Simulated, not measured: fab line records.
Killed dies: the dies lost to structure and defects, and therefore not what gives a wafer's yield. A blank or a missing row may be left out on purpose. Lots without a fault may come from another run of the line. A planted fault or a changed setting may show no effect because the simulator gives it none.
fab line records    flow gf180mcu
[record] lots = 13  wafers = 39  last-day = 34
route steps=602 shown V1@349 M2@373 V2@385
lots that met no fault: from a run of the same line without faults
start-h: the number of hours between the record's first day and the start of the first shown wafer of the lot    wait-h: hours elapsed since this lot's preceding step    " repeats the value in the row above    L1.1+2: several wafers, shown together as one row    - no value, or no start given    * or withheld: withheld    < > ~ a bound
route shown NAME@n: a module of which the file shows steps, and the number in the route of the first    usual: mean/standard deviation of fault-free wafers    same: alike in all rows    chamber/n: place in a boat    sites: each site's reading    _std_site: the values' standard deviation    _edge_site: mean of outer sites minus mean of inner sites    radius-mm: how far each site lies from the wafer's centre    mask NAME#n: copy n    behind: the most recent tool/chamber to have shaped the wafer    hold: cause of the lot's hold/its duration in hours/its outcome    device: which transistor (n, p or np) failed to switch    end of line: the same wafers' tests at the end of the route    step lacking rows: just its recipe    killed: not the wafer's yield, but the dies lost to structure and defects at the first sort    map: shows each die of a wafer: x if killed, . if not, _ if none is there
set.NAME: the setting that was run; set.NAME@STEP: the one run at that earlier step    model.NAME: the simulator's own value behind a step, which no gauge read
the route's steps for a sample of lots (tables are steps, rows are wafers)
services: when a tool's chamber went out of use (start-h, in hours from the record's first day, below 0 if earlier), for how many hours, and the reason
[[steps]]
[step GF_V1_CD_MEAS_14]
[recipe] target-cd-nm = 260
[usual] cd-nm = 260.3/1.3
lot.wafer  tool       chamber  start-h  wait-h  cd-nm
L390.1     cd-sem-02  -        406.90   0.1     258.8
L390.3     "          -        "        "       257.7
L390.4     "          -        "        "       257.3
L391.1     cd-sem-02  -        421.70   0.1     262.7
L391.3     "          -        "        "       262.4
L391.4     "          -        "        "       261.4
L392.1     cd-sem-02  -        430.18   0.1     261.0
L392.3     "          -        "        "       262.3
L392.6     "          -        "        "       261.2
L393.3     cd-sem-02  -        439.21   0.1     259.9
L393.4     "          -        "        "       260.0
L393.5     "          -        "        "       260.2
L395.2     cd-sem-01  -        462.04   0.1     260.2
L395.5     "          -        "        "       260.6
L395.6     "          -        "        "       259.7
L397.4     cd-sem-02  -        480.98   0.1     259.8
L397.5     "          -        "        "       259.3
L397.6     "          -        "        "       259.2
L398.1     cd-sem-02  -        485.78   0.1     259.4
L398.2     "          -        "        "       260.1
L398.4     "          -        "        "       261.8
L399.1     cd-sem-01  -        501.33   0.1     258.6
L399.3     "          -        "        "       259.4
L399.6     "          -        "        "       260.8
L400.1     cd-sem-02  -        503.73   0.1     257.5
L400.5     "          -        "        "       258.1
L400.6     "          -        "        "       258.1
L408.1     cd-sem-01  -        572.26   0.1     262.4
L408.2     "          -        "        "       261.3
L408.5     "          -        "        "       262.0
L410.4     cd-sem-01  -        584.08   0.1     259.7
L410.5     "          -        "        "       259.0
L410.6     "          -        "        "       259.5
L409.4     cd-sem-01  -        585.10   0.2     259.5
L409.5     "          -        "        "       261.3
L409.6     "          -        "        "       260.5
L412.1     cd-sem-02  -        598.10   0.1     259.5
L412.2     "          -        "        "       261.0
L412.3     "          -        "        "       261.3
[step GF_V1_OVL_MEAS_15]
[usual] V1_OVL = -2/4.9
lot.wafer  tool        chamber  start-h  wait-h  V1_OVL[nm]
L390.1     overlay-02  -        407.02   0.1     3
L390.3     "           -        "        "       9
L390.4     "           -        "        "       7
L391.1     overlay-02  -        421.82   0.1     2
L391.3     "           -        "        "       7
L391.4     "           -        "        "       3
L392.1     overlay-02  -        430.30   0.1     -10
L392.3     "           -        "        "       3
L392.6     "           -        "        "       -3
L393.3     overlay-01  -        439.30   0.1     -3
L393.4     "           -        "        "       -5
L393.5     "           -        "        "       -6
L395.2     overlay-02  -        462.14   0.1     -3
L395.5     "           -        "        "       -7
L395.6     "           -        "        "       -4
L397.4     overlay-02  -        481.05   0.1     4
L397.5     "           -        "        "       2
L397.6     "           -        "        "       0
L398.1     overlay-02  -        485.90   0.1     -3
L398.2     "           -        "        "       -11
L398.4     "           -        "        "       -13
L399.1     overlay-02  -        501.45   0.1     -8
L399.3     "           -        "        "       -5
L399.6     "           -        "        "       -9
L400.1     overlay-02  -        503.85   0.1     2
L400.5     "           -        "        "       0
L400.6     "           -        "        "       -2
L408.1     overlay-02  -        572.41   0.1     4
L408.2     "           -        "        "       -2
L408.5     "           -        "        "       1
L410.4     overlay-02  -        584.16   0.1     5
L410.5     "           -        "        "       0
L410.6     "           -        "        "       1
L409.4     overlay-02  -        585.18   0.1     -4
L409.5     "           -        "        "       -8
L409.6     "           -        "        "       -5
L412.1     overlay-02  -        598.22   0.1     1
L412.2     "           -        "        "       -3
L412.3     "           -        "        "       4
[step GF_M2_EXPOSE_11]
[recipe] mask-id = Metal2  target-cd-nm = 280  na = 0.68  source-shape = conventional  sigma-outer = 0.6  dose-mj = 28
[usual] exposure-dose-mJ-cm2 = 27.998/0.028
lot.wafer  tool            chamber  start-h  wait-h  mask      exposure-dose-mJ-cm2
L390.1     krf-scanner-02  0        421.00   -       Metal2#0  27.989
L390.3     "               0        "        "       Metal2#0  28.004
L390.4     "               0        "        "       Metal2#0  28.004
L391.1     krf-scanner-02  0        435.86   -       Metal2#0  28.024
L391.3     "               0        "        "       Metal2#0  27.988
L391.4     "               0        "        "       Metal2#0  28.021
L392.1     krf-scanner-01  0        444.23   -       Metal2#0  27.997
L392.3     "               0        "        "       Metal2#0  27.969
L392.6     "               0        "        "       Metal2#0  27.979
L393.3     krf-scanner-01  0        453.65   -       Metal2#0  27.984
L393.4     "               0        "        "       Metal2#0  28.001
L393.5     "               0        "        "       Metal2#0  27.980
L395.2     krf-scanner-01  0        476.45   -       Metal2#0  27.997
L395.5     "               0        "        "       Metal2#0  28.003
L395.6     "               0        "        "       Metal2#0  28.008
L397.4     krf-scanner-02  0        494.42   -       Metal2#0  28.023
L397.5     "               0        "        "       Metal2#0  28.020
L397.6     "               0        "        "       Metal2#0  28.031
L398.1     krf-scanner-01  0        499.89   -       Metal2#0  27.962
L398.2     "               0        "        "       Metal2#0  27.999
L398.4     "               0        "        "       Metal2#0  27.983
L399.1     krf-scanner-02  0        514.49   -       Metal2#0  27.975
L399.3     "               0        "        "       Metal2#0  27.969
L399.6     "               0        "        "       Metal2#0  28.010
L400.1     krf-scanner-02  0        517.01   -       Metal2#0  27.981
L400.5     "               0        "        "       Metal2#0  28.001
L400.6     "               0        "        "       Metal2#0  28.008
L408.1     krf-scanner-01  0        584.62   -       Metal2#0  27.635
L408.2     "               0        "        "       Metal2#0  27.672
L408.5     "               0        "        "       Metal2#0  27.661
L410.4     krf-scanner-02  0        596.56   -       Metal2#0  27.987
L410.5     "               0        "        "       Metal2#0  27.988
L410.6     "               0        "        "       Metal2#0  28.007
L409.4     krf-scanner-02  0        598.33   -       Metal2#0  28.053
L409.5     "               0        "        "       Metal2#0  28.031
L409.6     "               0        "        "       Metal2#0  28.055
L412.1     krf-scanner-02  0        609.88   -       Metal2#0  28.035
L412.2     "               0        "        "       Metal2#0  28.036
L412.3     "               0        "        "       Metal2#0  28.039
[step GF_M2_CD_MEAS_14]
[recipe] target-cd-nm = 280
[usual] cd-nm = 279.4/1.2
lot.wafer  tool       chamber  start-h  wait-h  cd-nm
L390.1     cd-sem-02  -        433.12   0.1     278.6
L390.3     "          -        "        "       278.8
L390.4     "          -        "        "       278.8
L391.1     cd-sem-02  -        448.03   0.1     279.5
L391.3     "          -        "        "       280.4
L391.4     "          -        "        "       280.2
L392.1     cd-sem-01  -        456.12   0.1     277.7
L392.3     "          -        "        "       278.3
L392.6     "          -        "        "       277.7
L393.3     cd-sem-01  -        465.11   0.1     281.5
L393.4     "          -        "        "       279.7
L393.5     "          -        "        "       280.5
L395.2     cd-sem-02  -        487.10   0.1     281.5
L395.5     "          -        "        "       280.2
L395.6     "          -        "        "       279.9
L397.4     cd-sem-02  -        505.68   0.1     279.9
L397.5     "          -        "        "       280.2
L397.6     "          -        "        "       280.1
L398.1     cd-sem-02  -        511.11   0.1     277.7
L398.2     "          -        "        "       278.3
L398.4     "          -        "        "       277.8
L399.1     cd-sem-02  -        526.71   0.1     277.6
L399.3     "          -        "        "       279.1
L399.6     "          -        "        "       278.5
L400.1     cd-sem-01  -        528.31   0.1     278.3
L400.5     "          -        "        "       278.5
L400.6     "          -        "        "       278.3
L408.1     cd-sem-02  -        595.11   0.1     262.2
L408.2     "          -        "        "       273.6
L408.5     "          -        "        "       266.6
L410.4     cd-sem-01  -        606.24   0.1     279.6
L410.5     "          -        "        "       278.0
L410.6     "          -        "        "       280.5
L409.4     cd-sem-02  -        607.72   0.1     280.4
L409.5     "          -        "        "       281.7
L409.6     "          -        "        "       280.7
L412.1     cd-sem-02  -        620.22   0.1     280.3
L412.2     "          -        "        "       280.1
L412.3     "          -        "        "       280.5
[step GF_V2_THK_MEAS_03]
[recipe] reads = SiO2_of_V2_CVD_02
[usual] V2_CVD_02_THK = 855/12
lot.wafer  tool           chamber  start-h  wait-h  V2_CVD_02_THK[nm]
L390.1     film-metro-03  -        434.16   0.0     831
L390.3     "              -        "        "       843
L390.4     "              -        "        "       855
L391.1     film-metro-01  -        449.03   0.0     845
L391.3     "              -        "        "       847
L391.4     "              -        "        "       869
L392.1     film-metro-02  -        457.12   0.0     854
L392.3     "              -        "        "       849
L392.6     "              -        "        "       866
L393.3     film-metro-02  -        466.09   0.1     854
L393.4     "              -        "        "       853
L393.5     "              -        "        "       858
L395.2     film-metro-03  -        488.23   0.0     841
L395.5     "              -        "        "       851
L395.6     "              -        "        "       857
L397.4     film-metro-02  -        506.73   0.0     854
L397.5     "              -        "        "       855
L397.6     "              -        "        "       858
L398.1     film-metro-03  -        512.12   0.0     848
L398.2     "              -        "        "       840
L398.4     "              -        "        "       857
L399.1     film-metro-01  -        527.72   0.0     848
L399.3     "              -        "        "       854
L399.6     "              -        "        "       862
L400.1     film-metro-03  -        529.32   0.0     862
L400.5     "              -        "        "       869
L400.6     "              -        "        "       878
L408.1     film-metro-02  -        596.12   0.0     839
L408.2     "              -        "        "       838
L408.5     "              -        "        "       857
L410.4     film-metro-01  -        607.26   0.0     862
L410.5     "              -        "        "       857
L410.6     "              -        "        "       851
L409.4     film-metro-02  -        608.73   0.0     864
L409.5     "              -        "        "       875
L409.6     "              -        "        "       853
L412.1     film-metro-02  -        621.23   0.0     852
L412.2     "              -        "        "       869
L412.3     "              -        "        "       874
[[services]]
tool            chamber  start-h  hours  kind
krf-scanner-02  -        403.74   1.0    pm
krf-scanner-02  -        414.39   4.0    pm
krf-scanner-01  0        446.45   -      calibration
krf-scanner-02  -        449.14   0.8    pm
krf-scanner-01  -        492.70   1.3    pm
krf-scanner-01  -        494.16   0.8    pm
krf-scanner-02  -        507.97   1.5    repair
krf-scanner-02  0        519.35   -      calibration
krf-scanner-02  -        522.94   1.3    pm
krf-scanner-02  -        524.24   3.6    pm
krf-scanner-01  -        528.87   1.0    pm
krf-scanner-01  -        537.78   3.6    pm
krf-scanner-01  -        544.50   0.6    repair
krf-scanner-01  -        547.16   0.8    pm
krf-scanner-01  -        557.05   0.2    repair
krf-scanner-02  -        571.82   4.4    pm
krf-scanner-01  -        575.70   1.3    repair
krf-scanner-02  -        577.03   1.0    pm
krf-scanner-02  -        588.34   1.7    repair
krf-scanner-01  0        603.05   -      calibration
[[key]]
[first-sign] step = GF_M2_EXPOSE_11  reading = exposure-dose-mJ-cm2  direction = down  sigmas = 12  usual = 27.998  struck = 27.656
[effect] step = GF_M2_CD_MEAS_14  reading = cd-nm  direction = down  sigmas = 10  usual = 279.4  struck = 267.4  through = control-loop
met-at GF_M2_EXPOSE_11
struck-lots L408
[loop-trim] step = GF_M2_EXPOSE_11  setting = dose  lots = L408
not-acting-at GF_V1_CD_MEAS_14,GF_V1_OVL_MEAS_15,GF_V2_THK_MEAS_03
onset-between 499.89 584.62
[fault] kind = process-parameter-drift  tool = krf-scanner-01  chamber = -  onset-h = 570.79  steps = GF_M2_EXPOSE_11  channel = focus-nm  offset = 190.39  spread-by-wafer = 0.3  shape = step  end-h = 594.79
// loop-trim: a control loop set the setting to another value than it would have without faults
